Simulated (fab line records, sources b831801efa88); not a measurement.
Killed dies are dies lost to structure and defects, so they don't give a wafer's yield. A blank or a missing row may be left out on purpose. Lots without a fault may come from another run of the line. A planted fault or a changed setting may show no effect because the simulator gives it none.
One fault seen from 2 desks | flow gf180mcu | each desk has only its own numbers; what lay behind them comes last

THE METROLOGY DESK
What the gauges read, lot by lot, whatever tool the lot ran on: means of the sampled wafers that have a number. A lot is out of limits, marked OUT, if its mean lies more than 4 standard deviations from the usual mean; the brackets give that distance.
Columns: A = INCOMING_BOW at GF_STI_BOW_MEAS_00, usual 1 um; B = STI_CVD_03_THK at GF_STI_THK_MEAS_04, usual 208.0 nm; C = MVPSD_TW at GF_MVPSD_TW_MEAS_11, usual 554.8; D = MVPSD_RS at GF_VT_IMPLANT_RS_MEAS_49, usual 1168.9 ohm/sq
lot  | first seen here | A  | B     | C     | D
L199 | day 1 10:01     | 4  | 209.8 | 553.8 | 1166.7
L201 | day 1 20:00     | 0  | 212.3 | 552.6 | 1172.7
L202 | day 2 01:00     | -0 | 207.4 | 552.5 | 1170.8
L205 | day 2 16:00     | -5 | 207.1 | 548.2 | 1168.9
L206 | day 2 21:00     | 3  | 208.5 | 551.9 | 1166.9
L207 | day 3 02:02     | 5  | 207.2 | 549.4 | 1192.2 (+8.0) OUT
L209 | day 3 12:00     | 5  | 208.9 | 550.9 | 1183.5 (+5.0) OUT
L215 | day 4 18:00     | 7  | 207.5 | 561.6 | 1169.1
L217 | day 5 04:02     | -6 | 208.0 | 553.3 | 1167.7
L220 | day 5 19:00     | 4  | 206.3 | 556.7 | 1168.7
L221 | day 6 00:01     | 1  | 209.7 | 555.4 | 1165.3
L222 | day 6 05:00     | 3  | 209.4 | 554.0 | 1169.2
This desk's finding: out of limits on L207, L209; first on L207, day 9 20:28 (MVPSD_RS at GF_VT_IMPLANT_RS_MEAS_49). In limits: L199, L201, L202, L205, L206, L215, L217, L220, L221, L222.

THE TOOL OWNER'S DESK: implanter-01
The tool's own readings at GF_MVPSD_IMPLANT_08: means of the sampled wafers that have a number, for each lot that ran on this tool. A lot is out of limits, marked OUT, if its mean lies more than 4 standard deviations from the usual mean; the brackets give that distance.
Columns: A = beam_energy_keV at GF_MVPSD_IMPLANT_08, usual 170.00
lot  | first seen here | A
L201 | day 5 12:14     | 169.98
L202 | day 5 17:44     | 169.94
L205 | day 6 11:26     | 169.98
L206 | day 6 18:14     | 169.96
L207 | day 7 01:05     | 169.98
L209 | day 7 11:26     | 170.02
This desk's finding: nothing out of limits on any of the 6 lots.

PUT TOGETHER
The metrology desk could have raised an alarm at day 9 20:28, on L207, L209.
The tool owner's desk saw nothing out of limits.
The tool owner's desk has L207, L209 on record, within its limits.
Of the lots named, all ran GF_MVPSD_IMPLANT_08 on implanter-01.

WHAT THE SIMULATOR HAD PUT IN
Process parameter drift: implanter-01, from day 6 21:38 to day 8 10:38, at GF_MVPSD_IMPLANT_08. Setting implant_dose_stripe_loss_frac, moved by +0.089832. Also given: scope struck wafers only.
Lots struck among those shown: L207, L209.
Hours from the fault's start to each desk's first reading out of limits: the metrology desk, 71.
